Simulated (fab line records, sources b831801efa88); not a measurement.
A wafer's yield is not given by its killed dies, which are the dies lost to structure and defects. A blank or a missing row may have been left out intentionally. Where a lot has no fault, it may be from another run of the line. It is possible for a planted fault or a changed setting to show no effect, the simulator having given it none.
Which tool is to blame?    flow gf180mcu    45 wafers from 15 lots sampled at 3 of the route's 602 steps

WHAT THE GAUGES READ, wafer by wafer
GF_M4_RS_MEAS_05: measures by four-point-probe. Usual: for M4_ALCU_RS the level is 0.0696 ohm/sq and the standard deviation is 0.00071.
lot   measured      on             M4_ALCU_RS (ohm/sq)   flag
L101  day 23 01:54  film_metro-04  0.0703 0.0704 0.0700  
L103  day 23 16:42  film_metro-03  0.0688 0.0688 0.0688  
L104  day 24 04:46  film_metro-03  0.0697 0.0682 0.0696  
L108  day 25 09:24  film_metro-03  0.0692 0.0700 0.0689  
L110  day 25 20:33  film_metro-04  0.0713 0.0707 0.0709  
L111  day 27 00:39  film_metro-03  0.0692 0.0687 0.0698  
L112  day 27 00:28  film_metro-03  0.0694 0.0701 0.0695  
L113  day 27 03:37  film_metro-02  0.0699 0.0700 0.0704  
L117  day 28 03:47  film_metro-02  0.0692 0.0696 0.0686  
L119  day 28 23:35  film_metro-03  0.0688 0.0688 0.0685  
L120  day 29 00:26  film_metro-03  0.0687 0.0693 0.0694  
L121  day 29 05:29  film_metro-04  0.0708 0.0706 0.0711  
L122  day 29 12:36  film_metro-02  0.0698 0.0695 0.0691  
L123  day 29 19:44  film_metro-02  0.0712 0.0696 0.0697  
L124  day 29 21:05  film_metro-03  0.0697 0.0683 0.0696  

EACH LOT AND THE TOOL THAT RAN IT (in order: tool; ch and the chambers of the sampled wafers; start)
lot   GF_V3_ETCH_16                       GF_M4_SPUTTER_03
L101  rie_diel-03 ch 0,2, day 23 00:14    pvd_sputter-04, day 23 01:49
L103  rie_diel-01 ch 1,2,3, day 23 15:05  pvd_sputter-01, day 23 16:37
L104  rie_diel-04 ch 1,3, day 24 02:38    pvd_sputter-03, day 24 04:43
L108  rie_diel-01 ch 0,1,2, day 25 07:49  pvd_sputter-03, day 25 09:20
L110  rie_diel-01 ch 1,2,3, day 25 18:58  pvd_sputter-04, day 25 20:29
L111  rie_diel-03 ch 0,1,2, day 26 22:44  pvd_sputter-01, day 27 00:35
L112  rie_diel-04 ch 2,3, day 26 22:52    pvd_sputter-04, day 27 00:23
L113  rie_diel-04 ch 1,3, day 27 02:02    pvd_sputter-04, day 27 03:33
L117  rie_diel-03 ch 1,2, day 28 01:50    pvd_sputter-04, day 28 03:41
L119  rie_diel-04 ch 1,2,3, day 28 21:56  pvd_sputter-04, day 28 23:29
L120  rie_diel-03 ch 2,3, day 28 22:29    pvd_sputter-04, day 29 00:21
L121  rie_diel-04 ch 2,3, day 29 03:49    pvd_sputter-04, day 29 05:26
L122  rie_diel-04 ch 0,1, day 29 10:50    pvd_sputter-01, day 29 12:29
L123  rie_diel-04 ch 0,3, day 29 17:59    pvd_sputter-03, day 29 19:41
L124  rie_diel-01 ch 1,2,3, day 29 19:22  pvd_sputter-03, day 29 21:02
- GF_V3_ETCH_16: etches BARC in N2/H2.
- GF_M4_SPUTTER_03: material Ti, target thk 10 nm, time 6.7 s.

WHAT THE TOOLS THEMSELVES READ (means of the sampled wafers that have a number; where no wafer has one, the mark that the record gives instead)
GF_V3_ETCH_16. Usual: drypump_motor_current_A 5.6 A, standard deviation 0.46; oes_product_au 0.854 a.u., standard deviation 0.0047; throttle_valve_pct 13.224 %, standard deviation 0.0084.
lot   tool         drypump_motor_current_A (A)  oes_product_au (a.u.)  throttle_valve_pct (%)  flag
L101  rie_diel-03  5.7                          0.857                  13.223                  
L103  rie_diel-01  5.4                          0.857                  13.226                  
L104  rie_diel-04  5.8                          0.853                  13.221                  
L108  rie_diel-01  5.5                          0.856                  13.225                  
L110  rie_diel-01  5.4                          0.854                  13.232                  
L111  rie_diel-03  5.7                          0.849                  13.223                  
L112  rie_diel-04  5.2                          0.854                  13.224                  
L113  rie_diel-04  5.6                          0.854                  13.226                  
L117  rie_diel-03  5.6                          0.855                  13.228                  
L119  rie_diel-04  5.4                          0.852                  13.228                  
L120  rie_diel-03  6.1                          0.848                  13.223                  
L121  rie_diel-04  5.0                          0.856                  13.224                  
L122  rie_diel-04  6.1                          0.852                  13.226                  
L123  rie_diel-04  5.6                          0.851                  13.223                  
L124  rie_diel-01  5.4                          0.852                  13.222                  

GF_M4_SPUTTER_03. Usual: throttle_valve_pct at 30.6 %, with a standard deviation of 1.2.
lot   tool            throttle_valve_pct (%)  flag
L101  pvd_sputter-04  30.7                    
L103  pvd_sputter-01  30.0                    
L104  pvd_sputter-03  30.5                    
L108  pvd_sputter-03  30.5                    
L110  pvd_sputter-04  29.9                    
L111  pvd_sputter-01  30.4                    
L112  pvd_sputter-04  29.7                    
L113  pvd_sputter-04  29.7                    
L117  pvd_sputter-04  31.0                    
L119  pvd_sputter-04  30.9                    
L120  pvd_sputter-04  29.4                    
L121  pvd_sputter-04  31.9                    
L122  pvd_sputter-01  30.2                    
L123  pvd_sputter-03  30.6                    
L124  pvd_sputter-03  30.7                    

THE ANSWER, worked out from the rows above alone
Rule: a lot counts as off when the mean over its wafers that have a number is more than 3 standard deviations away from the usual mean. Also off: a lot with no number at a reading for which 4 or more lots have one. Any other lot the step has rows for is counted as sound. First the gauges in route order, then the tools' own readings, where a lot's mean is used as printed above. The first step at which some lot is off is used, and at that step the reading that is off furthest; a lot without a number counts as furthest.
No lot is off on any of the readings shown, so nothing can be concluded from this.

WHAT THE SIMULATOR HAD PUT IN
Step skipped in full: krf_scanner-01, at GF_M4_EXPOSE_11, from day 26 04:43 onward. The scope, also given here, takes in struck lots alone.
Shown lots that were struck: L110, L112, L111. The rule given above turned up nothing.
